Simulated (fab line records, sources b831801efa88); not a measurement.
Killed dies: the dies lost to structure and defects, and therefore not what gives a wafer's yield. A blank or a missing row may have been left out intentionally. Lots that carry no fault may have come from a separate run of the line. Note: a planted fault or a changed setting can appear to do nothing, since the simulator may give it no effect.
Matching of chambers -- flow sky130 -- SKY_LI_CONTACT_HDPCVD_00 on hdpcvd-02 has 3 sister chambers
The step deposits PSG, target thk 930 nm, time 155 s. 14 wafers are shown with their chamber, then 7 later ones without.

## WAFERS, EACH WITH ITS CHAMBER
wafer,chamber,run_length_s (s)
L658.1,1,182.9
L658.3,0,182.8
L658.4,2,184.2
L659.2,0,183.7
L659.3,1,182.6
L659.6,0,182.8
L660.3,2,184.3
L660.4,2,183.9
L660.6,0,182.8
L662.1,0,182.7
L662.2,1,182.1
L662.4,1,182.0
L675.1,0,182.7
L675.3,2,183.8

SIGNATURES (means of the wafers above)
reading,chamber 0,chamber 1,chamber 2,scatter within a chamber
run_length_s,182.917,182.400,184.050,0.364
Rule: for a wafer and a chamber, the distance is found by dividing, reading by reading, the gap between the wafer's reading and the chamber's mean by the reading's scatter, squaring, summing and taking the root. The wafer belongs to the nearest chamber; if the next one is less than 2 further off, it can't be placed. How the scatter is found: for the shown wafers, subtract from each reading the mean of its chamber, square and add these, divide the total by (wafers less chambers), then take the root.

## WAFERS MISSING THEIR CHAMBER
wafer,run_length_s (s)
L675.5,182.7
L676.2,184.0
L676.3,182.1
L676.5,183.5
L680.2,182.0
L680.3,183.5
L680.4,182.1

## THE CHAMBER EACH PASSED THROUGH
wafer,from the rows above,in truth
L675.5,can't be placed: 0 or 1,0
L676.2,2,2
L676.3,can't be placed: 1 or 0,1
L676.5,can't be placed: 2 or 0 or 1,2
L680.2,can't be placed: 1 or 0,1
L680.3,can't be placed: 2 or 0 or 1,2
L680.4,can't be placed: 1 or 0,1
Correct placement for 1 of the 7. Can't be placed from these rows: 6 (the true chamber is among the candidates in 6). Placed wrongly: 0.
